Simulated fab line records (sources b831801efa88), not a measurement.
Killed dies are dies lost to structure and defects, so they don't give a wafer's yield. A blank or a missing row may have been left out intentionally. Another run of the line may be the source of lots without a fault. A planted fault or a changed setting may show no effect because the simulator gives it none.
Which tool is to blame?    flow gf180mcu    14 lots with 42 wafers sampled at 2 steps, on a route of 602 steps

WHAT EACH GAUGE READ, for each wafer
GF_M2_RS_MEAS_05: measurement is done with a four-point probe. Usual: M2_ALCU_RS typically reads 0.0698 ohm/sq, with standard deviation 0.00073.
lot   measured      on             M2_ALCU_RS (ohm/sq)   flag
L261  day 18 04:17  film metro-01  0.0690 0.0681 0.0698  
L262  day 18 12:59  film metro-01  0.0687 0.0698 0.0689  
L263  day 18 23:23  film metro-01  0.0705 0.0702 0.0704  
L266  day 20 18:14  film metro-03  0.0687 0.0700 0.0698  
L268  day 21 02:19  film metro-04  0.0699 0.0695 0.0702  
L269  day 21 19:08  film metro-01  0.0697 0.0694 0.0694  
L270  day 22 01:00  film metro-01  0.0710 0.0706 0.0704  
L271  day 22 05:08  film metro-04  0.0713 0.0709 0.0707  
L272  day 22 12:46  film metro-03  0.0706 0.0695 0.0701  
L274  day 23 08:34  film metro-04  0.0687 0.0688 0.0691  
L275  day 23 11:53  film metro-04  0.0695 0.0697 0.0699  
L279  day 24 18:13  film metro-04  0.0695 0.0692 0.0693  
L281  day 25 10:16  film metro-01  0.0702 0.0696 0.0699  
L283  day 25 21:20  film metro-03  0.0701 0.0698 0.0696  

GF_V2_THK_MEAS_01. Usual: V2_CVD_00_THK typically reads 599 nm, with standard deviation 5.8.
lot   measured      on             V2_CVD_00_THK (nm)  flag
L261  day 19 04:57  film metro-01  596 601 598         
L262  day 19 14:14  film metro-01  605 601 603         
L263  day 20 00:34  film metro-02  588 584 591         
L266  day 21 19:23  film metro-01  597 599 602         
L268  day 22 02:41  film metro-01  605 595 603         
L269  day 22 19:32  film metro-01  605 604 601         
L270  day 23 01:02  film metro-01  603 598 598         
L271  day 23 05:44  film metro-04  593 600 594         
L272  day 23 12:40  film metro-04  606 607 600         
L274  day 24 07:41  film metro-04  597 595 590         
L275  day 24 10:57  film metro-02  592 598 602         
L279  day 25 16:05  film metro-01  592 592 598         
L281  day 26 07:42  film metro-02  615 610 604         
L283  day 26 19:32  film metro-04  603 602 600         

WHAT TOOL EACH LOT RAN ON (gives the tool, then ch and the chambers of the sampled wafers, and finally the start)
The record shows no process step preceding these readings.

WHAT THE TOOLS THEMSELVES READ (means of the sampled wafers that have a number; where no wafer has one, the mark that the record gives instead)
The record holds no such reading with a usual standard deviation.

THE ANSWER, worked out from the rows above alone
Rule: lot off if the mean of its wafers having a number is beyond 3 standard deviations from the usual mean. Also off: a lot with no number at a reading for which 4 or more lots have one. All remaining lots with rows at the step are treated as sound. The gauges are gone through in route order, then the tools' own readings, and for those a lot's mean is taken as printed above. At the first step where some lot is off, the reading lying furthest off is the one used; lots without a number count as furthest.
No lot is off on any of the readings shown, so nothing can be concluded from this.

WHAT HAD BEEN PUT IN BY THE SIMULATOR
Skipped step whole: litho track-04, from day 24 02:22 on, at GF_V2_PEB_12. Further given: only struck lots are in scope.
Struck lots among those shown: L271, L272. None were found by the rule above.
